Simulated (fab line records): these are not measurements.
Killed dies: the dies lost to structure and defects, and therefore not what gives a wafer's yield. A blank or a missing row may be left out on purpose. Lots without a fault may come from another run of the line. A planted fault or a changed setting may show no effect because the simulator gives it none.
Which tool was responsible? | flow gf180mcu | 6 lots, 18 wafers sampled, at 2 steps of a route of 602

## WHAT THE GAUGES READ, wafer by wafer
GF_CONTACT_CD_MEAS_14: target cd 220 nm.
lot  | measured     | on        | cd_nm (nm)
L220 | day 16 02:13 | cd_sem-02 | 221.5 221.1 221.6
L222 | day 17 00:15 | cd_sem-02 | 220.6 220.9 220.2
L225 | day 18 05:04 | cd_sem-01 | 220.6 222.2 221.0
L229 | day 20 01:35 | cd_sem-01 | 237.6 237.1 237.4 237.8 237.6 237.6
L237 | day 22 19:58 | cd_sem-02 | 219.6 218.8 218.8
L241 | day 24 02:46 | cd_sem-02 | 219.9 220.2 219.6

## EACH LOT AND THE TOOL THAT RAN IT (in order: tool; ch and the chambers of the sampled wafers; start)
lot  | GF_CONTACT_EXPOSE_11
L220 | krf_scanner-02 ch 0, day 15 15:30
L222 | krf_scanner-01 ch 0, day 16 13:02
L225 | krf_scanner-01 ch 0, day 17 17:19
L229 | krf_scanner-01 ch 0, day 19 13:35
L237 | krf_scanner-02 ch 0, day 22 09:01
L241 | krf_scanner-02 ch 0, day 23 15:48
- GF_CONTACT_EXPOSE_11: exposes mask Contact, target cd 220 nm.

## THE ANSWER, worked out from the rows above alone
Rule: usual is defined by the lots themselves. Put in order of their means at a reading, lots are off if they are a third of the lots or fewer, leave a main group of 4 or more, and stand apart from it by a gap of 3 or more times the standard deviation of the main group's means; of several such gaps the widest counts. A main group is skipped when, at the precision printed for the reading in the tables above, its means are all equal. A lot without any number at a reading at which 4 lots or more have one is off too. All remaining lots with rows at the step are treated as sound.
Off: L229 (GF_CONTACT_CD_MEAS_14, cd_nm). The main group: mean 220.4 nm, standard deviation 0.87.
If a tool, at a process step before that reading, ran all the lots that are off and no sound lot after the first of them, it fits. Those tools and the gauges at GF_CONTACT_CD_MEAS_14 are tried in the same way. This does not decide it: 2 tools fit, namely krf_scanner-01 at GF_CONTACT_EXPOSE_11 and cd_sem-01 at GF_CONTACT_CD_MEAS_14.

## WHAT THE SIMULATOR HAD INSERTED
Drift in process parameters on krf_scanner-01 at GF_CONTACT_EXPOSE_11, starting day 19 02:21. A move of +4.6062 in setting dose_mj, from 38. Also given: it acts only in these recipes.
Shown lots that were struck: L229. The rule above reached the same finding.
